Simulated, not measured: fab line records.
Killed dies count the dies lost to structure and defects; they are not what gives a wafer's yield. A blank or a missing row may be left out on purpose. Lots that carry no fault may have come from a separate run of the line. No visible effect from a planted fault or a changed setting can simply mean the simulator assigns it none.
Which tool did it? ; flow sky130 ; 24 lots, 72 wafers sampled, at 6 steps of a route of 708

WHAT EACH GAUGE READ, for each wafer
SKY_CONTACT_THK_MEAS_01. Usual: CONTACT_CVD_00_THK typically reads 74.5 nm, with standard deviation 0.98.
lot;measured;on;CONTACT_CVD_00_THK (nm);flag
L074;day 30 03:17;film metro-01;74.1 75.0 75.0;
L075;day 30 09:26;film metro-02;75.4 76.3 76.4;
L076;day 30 20:20;film metro-01;74.8 75.5 75.8;
L077;day 31 05:17;film metro-01;73.6 73.4 74.8;
L078;day 31 16:48;film metro-02;73.7 73.8 74.2;
L079;day 31 23:49;film metro-01;74.3 74.4 76.4;
L080;day 32 20:01;film metro-02;72.8 72.6 74.6;
L081;day 32 11:27;film metro-02;74.3 74.1 76.1;
L082;day 33 00:11;film metro-01;74.5 74.9 74.8;
L083;day 33 20:55;film metro-03;73.2 75.0 74.1;
L084;day 34 16:05;film metro-02;73.2 75.4 75.2;
L085;day 34 17:54;film metro-01;73.8 73.8 74.3;
L086;day 34 21:32;film metro-02;73.8 75.6 75.2;
L087;day 34 21:47;film metro-01;74.9 76.0 74.9;
L088;day 35 05:09;film metro-03;74.1 73.7 74.8;
L089;day 35 09:30;film metro-02;73.4 75.1 74.7;
L090;day 35 10:59;film metro-03;72.9 74.3 74.8;
L091;day 36 04:25;film metro-01;74.5 73.9 75.3;
L092;day 36 03:30;film metro-01;73.2 74.6 74.6;
L093;day 36 09:09;film metro-03;74.3 73.0 74.2;
L094;day 36 16:16;film metro-01;74.4 74.0 74.5;
L095;day 36 20:34;film metro-03;73.1 73.6 73.7;
L096;day 37 00:50;film metro-03;75.1 74.1 75.1;
L097;day 37 13:46;film metro-03;73.4 74.8 73.6;

SKY_VIA3_RS_MEAS_22: a four-point-probe measurement. Usual: VIA3_W_RS typically reads 0.292 ohm/sq, with standard deviation 0.0043.
lot;measured;on;VIA3_W_RS (ohm/sq);flag
L074;day 39 10:53;film metro-03;0.293 0.298 0.300;
L075;day 39 15:47;film metro-02;0.283 0.285 0.286;
L076;day 40 01:15;film metro-03;0.291 0.295 0.289;
L077;day 40 07:16;film metro-03;0.290 0.290 0.296;
L078;day 40 19:04;film metro-03;0.301 0.304 0.297;
L079;day 41 01:41;film metro-03;0.295 0.295 0.297;
L080;day 41 20:06;film metro-04;0.295 0.295 0.296;
L081;day 41 12:29;film metro-02;0.282 0.283 0.294;
L082;day 42 01:09;film metro-02;0.296 0.297 0.293;
L083;day 42 18:40;film metro-02;0.289 0.289 0.290;
L084;day 43 11:37;film metro-03;0.289 0.294 0.292;
L085;day 43 13:31;film metro-04;0.295 0.293 0.294;
L086;day 43 15:49;film metro-02;0.293 0.294 0.290;
L087;day 43 17:07;film metro-03;0.295 0.301 0.292;
L088;day 43 22:55;film metro-04;0.294 0.291 0.296;
L089;day 44 01:52;film metro-02;0.286 0.293 0.294;
L090;day 44 03:14;film metro-04;0.289 0.290 0.288;
L091;day 44 18:22;film metro-02;0.289 0.293 0.292;
L092;day 44 17:27;film metro-02;0.293 0.290 0.296;
L093;day 44 22:46;film metro-03;0.288 0.285 0.288;
L094;day 45 04:16;film metro-04;0.292 0.288 0.288;
L095;day 45 09:02;film metro-03;0.295 0.289 0.298;
L096;day 45 13:03;film metro-03;0.295 0.290 0.295;
L097;day 45 21:13;film metro-03;0.290 0.293 0.291;

TOOL THAT RAN EACH LOT (tool first, then ch and the chambers of the sampled wafers, then the start)
lot;SKY_FIELD_ISO_ETCH_17;SKY_METAL2_DESCUM_17;SKY_CAPM_SPUTTER_02;SKY_VIA3_ETCH_14
L074;rie si-01 ch 0,1,3, day 2 06:08;rie metal-04 ch 0,1, day 34 22:04;pvd sputter-04, day 36 03:07;rie diel-02 ch 0,2,3, day 39 09:59
L075;rie si-01 ch 0,1,3, day 2 10:15;rie metal-02 ch 0, day 35 02:26;pvd sputter-04, day 36 07:17;rie diel-03 ch 1,2, day 39 14:52
L076;rie si-02 ch 2,3, day 2 15:05;rie metal-04 ch 0,1, day 35 13:17;pvd sputter-02, day 36 17:53;rie diel-02 ch 2,3, day 39 23:58
L077;rie si-02 ch 0,2, day 2 21:00;rie metal-02 ch 0,1, day 35 20:16;pvd sputter-02, day 37 00:55;rie diel-04 ch 1,2,3, day 40 06:22
L078;rie si-02 ch 2,3, day 3 02:47;rie metal-03 ch 0, day 36 08:01;pvd sputter-04, day 37 13:11;rie diel-02 ch 0,2, day 40 18:10
L079;rie si-01 ch 1,2, day 3 06:35;rie metal-04 ch 0,1, day 36 15:21;pvd sputter-01, day 37 20:07;rie diel-02 ch 0,1,3, day 41 00:44
L080;rie si-01 ch 1,2,3, day 3 14:36;rie metal-02 ch 0,1, day 37 10:07;pvd sputter-01, day 38 15:01;rie diel-02 ch 0,2,3, day 41 19:13
L081;rie si-02 ch 1,2,3, day 3 17:59;rie metal-03 ch 0,1, day 37 01:52;pvd sputter-04, day 38 07:15;rie diel-03 ch 0,3, day 41 11:35
L082;rie si-02 ch 1,2, day 3 22:41;rie metal-02 ch 0,1, day 37 14:26;pvd sputter-04, day 38 19:43;rie diel-04 ch 1,2,3, day 42 00:14
L083;rie si-01 ch 1,2,3, day 4 04:02;rie metal-03 ch 0,1, day 38 11:31;pvd sputter-04, day 39 16:00;rie diel-04 ch 0,1,2, day 42 17:40
L084;rie si-01 ch 1,2, day 4 11:18;rie metal-04 ch 0,1, day 39 05:59;pvd sputter-04, day 40 09:46;rie diel-04 ch 1,2,3, day 43 10:43
L085;rie si-02 ch 0,1,2, day 4 15:14;rie metal-03 ch 0,1, day 39 07:19;pvd sputter-04, day 40 10:53;rie diel-04 ch 0,1,2, day 43 12:34
L086;rie si-01 ch 0,2,3, day 4 20:09;rie metal-04 ch 0,1, day 39 10:16;pvd sputter-02, day 40 13:58;rie diel-03 ch 1,2, day 43 14:55
L087;rie si-01 ch 2,3, day 5 00:18;rie metal-04 ch 0,1, day 39 11:25;pvd sputter-04, day 40 15:10;rie diel-02 ch 0,3, day 43 16:13
L088;rie si-02 ch 0,2,3, day 5 09:59;rie metal-04 ch 0,1, day 39 17:19;pvd sputter-02, day 40 20:33;rie diel-03 ch 0,2,3, day 43 22:02
L089;rie si-01 ch 2,3, day 5 10:20;rie metal-03 ch 0,1, day 39 20:46;pvd sputter-04, day 41 00:11;rie diel-04 ch 2,3, day 44 00:59
L090;rie si-01 ch 0,2,3, day 5 20:07;rie metal-03 ch 0,1, day 39 22:39;pvd sputter-02, day 41 02:18;rie diel-04 ch 0,1, day 44 02:19
L091;rie si-01 ch 0,2, day 6 04:03;rie metal-02 ch 0,1, day 40 15:14;pvd sputter-01, day 41 18:34;rie diel-04 ch 0,1,2, day 44 17:28
L092;rie si-02 ch 2,3, day 6 04:24;rie metal-03 ch 0, day 40 14:38;pvd sputter-01, day 41 18:02;rie diel-03 ch 0,3, day 44 16:34
L093;rie si-01 ch 2,3, day 6 07:53;rie metal-04 ch 0,1, day 40 19:19;pvd sputter-01, day 41 23:04;rie diel-02 ch 0,1,2, day 44 21:31
L094;rie si-02 ch 0,1,3, day 6 14:19;rie metal-04 ch 0, day 41 03:38;pvd sputter-04, day 42 07:17;rie diel-03 ch 0,1,3, day 45 03:23
L095;rie si-01 ch 0,2, day 6 16:59;rie metal-02 ch 0,1, day 41 07:41;pvd sputter-02, day 42 10:10;rie diel-04 ch 0,1, day 45 08:10
L096;rie si-02 ch 1,2, day 6 22:40;rie metal-04 ch 1, day 41 10:20;pvd sputter-04, day 42 13:27;rie diel-03 ch 1,2, day 45 12:07
L097;rie si-01 ch 0,2,3, day 7 04:27;rie metal-02 ch 0,1, day 41 23:17;pvd sputter-01, day 43 01:20;rie diel-03 ch 0,2,3, day 45 20:19
- SKY_FIELD_ISO_ETCH_17: etches Si in HBr/Cl2/O2, target depth 342 nm, time 97.7 s.
- SKY_METAL2_DESCUM_17: chemistry O2, time 8 s.
- SKY_CAPM_SPUTTER_02: material TiN, target thk 200 nm, time 172.5 s.
- SKY_VIA3_ETCH_14: etches BARC in N2/H2, stops on SiO2, time 45.9 s, target depth 60 nm.

AS READ BY THE TOOLS THEMSELVES (means over the sampled wafers that have a number; for cases with no such wafer, the mark the record gives instead)
SKY_FIELD_ISO_ETCH_17. Usual: drypump motor current A 5.6 A, standard deviation 0.43; oes product au 0.994 a.u., standard deviation 0.019; throttle valve pct 25.660 %, standard deviation 0.015.
lot;tool;drypump motor current A (A);oes product au (a.u.);throttle valve pct (%);flag
L074;rie si-01;5.7;1.007;25.667;
L075;rie si-01;5.7;1.013;25.650;
L076;rie si-02;5.5;1.001;25.659;
L077;rie si-02;5.7;0.988;25.659;
L078;rie si-02;5.7;0.991;25.659;
L079;rie si-01;5.2;1.008;25.647;
L080;rie si-01;5.3;0.992;25.658;
L081;rie si-02;5.8;0.979;25.669;
L082;rie si-02;5.9;0.983;25.672;
L083;rie si-01;5.3;0.987;25.656;
L084;rie si-01;5.4;1.002;25.659;
L085;rie si-02;5.8;0.984;25.670;
L086;rie si-01;5.6;0.995;25.662;
L087;rie si-01;5.2;0.978;25.661;
L088;rie si-02;5.7;0.997;25.663;
L089;rie si-01;5.2;0.984;25.674;
L090;rie si-01;5.6;1.001;25.649;
L091;rie si-01;5.5;1.011;25.645;
L092;rie si-02;5.5;1.003;25.661;
L093;rie si-01;5.2;0.987;25.671;
L094;rie si-02;6.0;0.995;25.665;
L095;rie si-01;5.5;1.018;25.642;
L096;rie si-02;5.7;1.000;25.658;
L097;rie si-01;5.6;0.992;25.658;

SKY_METAL2_DESCUM_17. Usual: drypump motor current A 6.10 A, standard deviation 0.28; oes product au 1.010 a.u., standard deviation 0.014.
lot;tool;drypump motor current A (A);oes product au (a.u.);flag
L074;rie metal-04;6.35;0.993;
L075;rie metal-02;6.21;1.020;
L076;rie metal-04;6.25;0.998;
L077;rie metal-02;6.12;1.020;
L078;rie metal-03;5.57;1.033;
L079;rie metal-04;6.35;0.998;
L080;rie metal-02;6.14;1.015;
L081;rie metal-03;5.92;1.014;
L082;rie metal-02;6.16;1.014;
L083;rie metal-03;5.93;1.005;
L084;rie metal-04;6.36;1.000;
L085;rie metal-03;5.96;1.017;
L086;rie metal-04;6.25;1.006;
L087;rie metal-04;6.24;0.999;
L088;rie metal-04;6.23;0.994;
L089;rie metal-03;5.74;1.024;
L090;rie metal-03;5.73;1.016;
L091;rie metal-02;6.09;1.008;
L092;rie metal-03;5.56;1.034;
L093;rie metal-04;6.37;1.008;
L094;rie metal-04;6.13;1.000;
L095;rie metal-02;6.09;1.016;
L096;rie metal-04;6.47;1.002;
L097;rie metal-02;6.08;1.011;

SKY_CAPM_SPUTTER_02. Usual: throttle valve pct at 31.0 %, with a standard deviation of 0.56.
lot;tool;throttle valve pct (%);flag
L074;pvd sputter-04;31.1;
L075;pvd sputter-04;31.4;
L076;pvd sputter-02;31.0;
L077;pvd sputter-02;31.0;
L078;pvd sputter-04;31.3;
L079;pvd sputter-01;29.9;
L080;pvd sputter-01;30.2;
L081;pvd sputter-04;30.8;
L082;pvd sputter-04;31.6;
L083;pvd sputter-04;31.5;
L084;pvd sputter-04;31.4;
L085;pvd sputter-04;31.3;
L086;pvd sputter-02;31.2;
L087;pvd sputter-04;31.3;
L088;pvd sputter-02;31.2;
L089;pvd sputter-04;31.6;
L090;pvd sputter-02;30.9;
L091;pvd sputter-01;30.8;
L092;pvd sputter-01;30.7;
L093;pvd sputter-01;30.8;
L094;pvd sputter-04;31.5;
L095;pvd sputter-02;31.2;
L096;pvd sputter-04;31.7;
L097;pvd sputter-01;30.6;

SKY_VIA3_ETCH_14. Usual: drypump motor current A 5.62 A, standard deviation 0.28; h2 flow sccm 199.9 sccm, standard deviation 0.57; oes product au 0.855 a.u., standard deviation 0.0046; throttle valve pct 13.222 %, standard deviation 0.0088.
lot;tool;drypump motor current A (A);h2 flow sccm (sccm);oes product au (a.u.);throttle valve pct (%);flag
L074;rie diel-02;5.90;199.5;0.857;13.216;
L075;rie diel-03;5.76;200.4;0.860;13.219;
L076;rie diel-02;6.14;200.6;0.852;13.222;
L077;rie diel-04;5.60;200.5;0.851;13.216;
L078;rie diel-02;5.68;200.8;0.858;13.225;
L079;rie diel-02;5.70;199.6;0.849;13.227;
L080;rie diel-02;5.90;199.6;0.855;13.229;
L081;rie diel-03;5.16;199.1;0.857;13.215;
L082;rie diel-04;5.59;200.1;0.856;13.219;
L083;rie diel-04;5.65;200.1;0.857;13.222;
L084;rie diel-04;5.59;200.6;0.856;13.223;
L085;rie diel-04;5.63;200.2;0.854;13.223;
L086;rie diel-03;5.81;199.7;0.856;13.222;
L087;rie diel-02;5.96;199.7;0.856;13.218;
L088;rie diel-03;5.40;200.3;0.853;13.225;
L089;rie diel-04;5.57;199.9;0.853;13.218;
L090;rie diel-04;5.71;199.8;0.848;13.215;
L091;rie diel-04;5.64;199.8;0.853;13.223;
L092;rie diel-03;5.17;199.6;0.859;13.231;
L093;rie diel-02;5.61;200.1;0.855;13.219;
L094;rie diel-03;5.42;200.3;0.853;13.217;
L095;rie diel-04;5.72;199.9;0.856;13.221;
L096;rie diel-03;5.77;200.0;0.849;13.224;
L097;rie diel-03;5.39;200.3;0.853;13.220;

THE ANSWER, worked out from the rows above alone
Rule: take the mean of a lot's wafers that have a number; if it is more than 3 standard deviations from the usual mean, the lot is off. A lot without any number at a reading at which 4 lots or more have one is off too. Where the step has rows for the other lots, those lots are counted as sound. First the gauges in route order, then the tools' own readings, where a lot's mean is used as printed above. The first step at which some lot is off is used, and at that step the reading that is off furthest; a lot without a number counts as furthest.
No lot is off on any of the readings shown, so nothing can be concluded from this.

WHAT THE SIMULATOR HAD PUT IN
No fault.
